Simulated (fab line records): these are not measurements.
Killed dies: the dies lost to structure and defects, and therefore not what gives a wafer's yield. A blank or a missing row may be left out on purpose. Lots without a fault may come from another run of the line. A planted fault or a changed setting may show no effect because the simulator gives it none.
Which of the tools did it? -- flow sky130 -- 12 lots, 36 wafers sampled, at 1 step of a route of 708

WHAT THE GAUGES READ, wafer by wafer
SKY_METAL2_RS_MEAS_05: measures by four-point-probe.
lot,measured,on,METAL2_ALCU_RS (ohm/sq)
L075,day 34 02:51,filmMetro-04,0.1274 0.1281 0.1279
L077,day 34 19:15,filmMetro-04,0.1264 0.1248 0.1262
L079,day 35 16:30,filmMetro-04,0.1266 0.1273 0.1272
L081,day 36 07:32,filmMetro-04,0.1257 0.1274 0.1273
L083,day 37 01:31,filmMetro-02,0.1251 0.1253 0.1254
L085,day 37 12:15,filmMetro-04,0.1283 0.1278 0.1292
L087,day 38 07:54,filmMetro-04,0.1275 0.1258 0.1263
L089,day 38 22:56,filmMetro-03,0.1286 0.1271 0.1280
L091,day 39 11:19,filmMetro-03,0.1278 0.1272 0.1280
L094,day 40 08:32,filmMetro-03,0.1285 0.1294 0.1281
L095,day 40 12:16,filmMetro-04,0.1265 0.1260 0.1262
L097,day 40 23:05,filmMetro-03,0.1249 0.1242 0.1249

WHAT TOOL EACH LOT RAN ON (gives the tool, then ch and the chambers of the sampled wafers, and finally the start)
The record holds no process step before these readings.

THE ANSWER, worked out from the rows above alone
Rule: usual is defined by the lots themselves. The widest of any qualifying gaps counts: lots, ordered by their means at a reading, are off when they make up no more than a third of the lots, leave a main group of 4 or more, and stand apart from it by 3 or more times the standard deviation of that group's means. The tables above print the reading to a certain number of digits; a main group whose means all agree to those digits is not used. A lot without any number at a reading at which 4 lots or more have one is off too. The other lots that the step has rows for count as sound.
Across all readings shown, no lot is off: no conclusion can be drawn from this.

WHAT THE SIMULATOR HAD PUT IN
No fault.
